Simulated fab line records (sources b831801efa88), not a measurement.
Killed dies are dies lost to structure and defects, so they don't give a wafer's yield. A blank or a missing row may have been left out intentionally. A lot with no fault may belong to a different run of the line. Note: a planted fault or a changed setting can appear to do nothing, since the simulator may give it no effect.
Which tool did it? :: flow gf180mcu :: 6 lots, 18 wafers sampled, at 4 steps of a route of 602

== WHAT THE GAUGES READ, wafer by wafer ==
GF_PSD_RS_MEAS_14: uses a four-point probe to measure.
lot: L282
measured: day 15 02:10
on: filmMetro-02
NSD_RS (ohm/sq): 46.19 46.06 46.07

lot: L284
measured: day 15 20:40
on: filmMetro-04
NSD_RS (ohm/sq): 46.17 46.26 46.22

lot: L287
measured: day 17 09:20
on: filmMetro-02
NSD_RS (ohm/sq): 46.18 46.23 46.18

lot: L291
measured: day 18 20:56
on: filmMetro-03
NSD_RS (ohm/sq): 46.10 46.01 46.07

lot: L300
measured: day 21 12:41
on: filmMetro-04
NSD_RS (ohm/sq): 46.96 46.82 46.93

lot: L302
measured: day 22 14:15
on: filmMetro-02
NSD_RS (ohm/sq): 46.12 46.18 46.13

== TOOL THAT RAN EACH LOT (tool first, then ch and the chambers of the sampled wafers, then the start) ==
lot: L282
GF_HV_LDD_RTA_52: rtpAnneal-02 ch 0, day 13 04:05
GF_NSD_IMPLANT_09: implanter-02 ch 0, day 14 04:11
GF_NSD_STRIP_11: plasmaAsher-02 ch 1, day 14 04:28

lot: L284
GF_HV_LDD_RTA_52: rtpAnneal-01 ch 0, day 13 22:34
GF_NSD_IMPLANT_09: implanter-02 ch 0, day 14 22:19
GF_NSD_STRIP_11: plasmaAsher-03 ch 0,1, day 14 22:37

lot: L287
GF_HV_LDD_RTA_52: rtpAnneal-02 ch 0, day 15 08:44
GF_NSD_IMPLANT_09: implanter-03 ch 0, day 16 09:56
GF_NSD_STRIP_11: plasmaAsher-01 ch 0, day 16 10:13

lot: L291
GF_HV_LDD_RTA_52: rtpAnneal-02 ch 0, day 16 18:50
GF_NSD_IMPLANT_09: implanter-02 ch 0, day 17 20:31
GF_NSD_STRIP_11: plasmaAsher-01 ch 0,1, day 17 20:47

lot: L300
GF_HV_LDD_RTA_52: rtpAnneal-02 ch 0, day 19 08:25
GF_NSD_IMPLANT_09: implanter-02 ch 0, day 20 11:34
GF_NSD_STRIP_11: plasmaAsher-01 ch 0,1, day 20 11:52

lot: L302
GF_HV_LDD_RTA_52: rtpAnneal-01 ch 0, day 20 11:37
GF_NSD_IMPLANT_09: implanter-04 ch 0, day 21 14:01
GF_NSD_STRIP_11: plasmaAsher-01 ch 0,1, day 21 14:19
- GF_HV_LDD_RTA_52: time 10 s.
- GF_NSD_IMPLANT_09
- GF_NSD_STRIP_11: strips in O2/N2.

== THE ANSWER, worked out from the rows above alone ==
Rule: the usual values come from the lots themselves. The widest of any qualifying gaps counts: lots, ordered by their means at a reading, are off when they make up no more than a third of the lots, leave a main group of 4 or more, and stand apart from it by 3 or more times the standard deviation of that group's means. If all means in a main group match to the digits the tables above print for the reading, that group is not used. Also off: a lot with no number at a reading for which 4 or more lots have one. All remaining lots with rows at the step are treated as sound.
Off: L300, at GF_PSD_RS_MEAS_14 (NSD_RS). Mean 46.14 ohm/sq and standard deviation 0.057 in the main group.
If a tool, at a process step before that reading, ran all the lots that are off and no sound lot after the first of them, it fits. Those tools and the gauges at GF_PSD_RS_MEAS_14 are tried in the same way. Can't be told from this: 3 tools fit, rtpAnneal-02 at GF_HV_LDD_RTA_52, implanter-02 at GF_NSD_IMPLANT_09, filmMetro-04 at GF_PSD_RS_MEAS_14.

== WHAT THE SIMULATOR HAD PUT IN ==
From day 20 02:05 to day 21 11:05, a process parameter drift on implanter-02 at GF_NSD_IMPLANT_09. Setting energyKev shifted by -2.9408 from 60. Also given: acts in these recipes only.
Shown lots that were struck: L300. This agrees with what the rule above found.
